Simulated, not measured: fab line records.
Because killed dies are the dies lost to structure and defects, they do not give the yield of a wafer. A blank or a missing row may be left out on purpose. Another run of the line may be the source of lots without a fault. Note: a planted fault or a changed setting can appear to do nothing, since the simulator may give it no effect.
Which tool was responsible? | flow gf180mcu | 13 lots with 39 wafers sampled at 3 steps, on a route of 602 steps

== WHAT EACH GAUGE READ, for each wafer ==
GF_V5_BOW_MEAS_05.
lot  | measured     | on            | V5_BOW (um)
L648 | day 26 15:31 | film-metro-03 | 135 132 133
L649 | day 26 19:36 | film-metro-03 | 128 122 126
L650 | day 27 08:13 | film-metro-03 | 126 114 106
L651 | day 27 14:22 | film-metro-03 | 129 119 130
L653 | day 28 10:40 | film-metro-01 | 131 127 125
L654 | day 28 18:58 | film-metro-03 | 144 148 135
L656 | day 29 11:22 | film-metro-01 | 137 142 142
L657 | day 29 17:10 | film-metro-02 | 124 116 128
L661 | day 30 16:25 | film-metro-02 | 112 112 117
L663 | day 31 01:14 | film-metro-02 | 122 122 132
L666 | day 31 18:46 | film-metro-03 | 127 126 124
L667 | day 31 23:22 | film-metro-02 | 123 130 129
L668 | day 32 06:10 | film-metro-03 | 139 132 136

GF_V5_OVL_MEAS_15.
lot  | measured     | on         | V5_OVL (nm)
L648 | day 27 11:39 | overlay-02 | -4 1 7
L649 | day 27 16:14 | overlay-02 | -1 -1 10
L650 | day 28 04:04 | overlay-02 | -4 0 5
L651 | day 28 10:30 | overlay-01 | 3 1 -4
L653 | day 29 06:21 | overlay-02 | 1 8 -1
L654 | day 29 14:21 | overlay-01 | -1 -3 -3
L656 | day 30 06:22 | overlay-01 | -7 -1 3
L657 | day 30 12:12 | overlay-01 | 6 -3 3
L661 | day 31 10:09 | overlay-01 | 5 1 -6
L663 | day 31 18:36 | overlay-02 | 11 6 7
L666 | day 32 11:41 | overlay-02 | 7 3 3
L667 | day 32 16:00 | overlay-01 | -9 -4 -3
L668 | day 32 22:42 | overlay-02 | 6 3 15

== TOOL THAT RAN EACH LOT (tool first, then ch and the chambers of the sampled wafers, then the start) ==
lot  | GF_M5_ETCH_09
L648 | rie-diel-01 ch 1,3, day 26 14:13
L649 | rie-diel-04 ch 0,1,2, day 26 18:17
L650 | rie-diel-02 ch 0,1, day 27 06:53
L651 | rie-diel-02 ch 1,3, day 27 12:53
L653 | rie-diel-01 ch 0,1,2, day 28 09:25
L654 | rie-diel-04 ch 0,2,3, day 28 17:43
L656 | rie-diel-01 ch 0,1, day 29 09:58
L657 | rie-diel-04 ch 0,2,3, day 29 15:54
L661 | rie-diel-04 ch 1,3, day 30 15:01
L663 | rie-diel-04 ch 0,1,2, day 30 23:59
L666 | rie-diel-02 ch 0,1,3, day 31 17:23
L667 | rie-diel-02 ch 0,2, day 31 22:04
L668 | rie-diel-02 ch 0,3, day 32 04:47
- GF_M5_ETCH_09: etches Si3N4 in CF4/O2, target depth 52 nm, time 11.6 s.

== WHAT THE TOOLS THEMSELVES READ (means of the sampled wafers that have a number; where no wafer has one, the mark that the record gives instead) ==
GF_M5_ETCH_09.
lot  | tool        | drypump-motor-current-A (A) | oes-product-au (a.u.) | throttle-valve-pct (%)
L648 | rie-diel-01 | 5.7                         | 0.996                 | 5.961
L649 | rie-diel-04 | 6.1                         | 0.994                 | 5.967
L650 | rie-diel-02 | 5.4                         | 1.007                 | 5.966
L651 | rie-diel-02 | 5.2                         | 1.003                 | 5.977
L653 | rie-diel-01 | 5.3                         | 0.994                 | 5.971
L654 | rie-diel-04 | 5.7                         | 1.000                 | 5.968
L656 | rie-diel-01 | 5.0                         | 0.998                 | 5.977
L657 | rie-diel-04 | 5.7                         | 1.000                 | 5.963
L661 | rie-diel-04 | 6.0                         | 1.000                 | 5.972
L663 | rie-diel-04 | 6.1                         | 1.005                 | 5.969
L666 | rie-diel-02 | 5.4                         | 1.009                 | 5.963
L667 | rie-diel-02 | 5.7                         | 0.991                 | 5.972
L668 | rie-diel-02 | 5.6                         | 0.997                 | 5.967

== THE ANSWER, worked out from the rows above alone ==
Rule: what is usual is taken from the lots themselves. The widest of any qualifying gaps counts: lots, ordered by their means at a reading, are off when they make up no more than a third of the lots, leave a main group of 4 or more, and stand apart from it by 3 or more times the standard deviation of that group's means. The tables above print the reading to a certain number of digits; a main group whose means all agree to those digits is not used. A lot without any number at a reading at which 4 lots or more have one is off too. Any other lot the step has rows for is counted as sound. First the gauges in route order, then the tools' own readings, where a lot's mean is used as printed above. The first step at which some lot is off is used, and at that step the reading that is off furthest; a lot without a number counts as furthest.
No lot is off at any reading shown: from this, nothing can be told.

== WHAT THE SIMULATOR PUT IN ==
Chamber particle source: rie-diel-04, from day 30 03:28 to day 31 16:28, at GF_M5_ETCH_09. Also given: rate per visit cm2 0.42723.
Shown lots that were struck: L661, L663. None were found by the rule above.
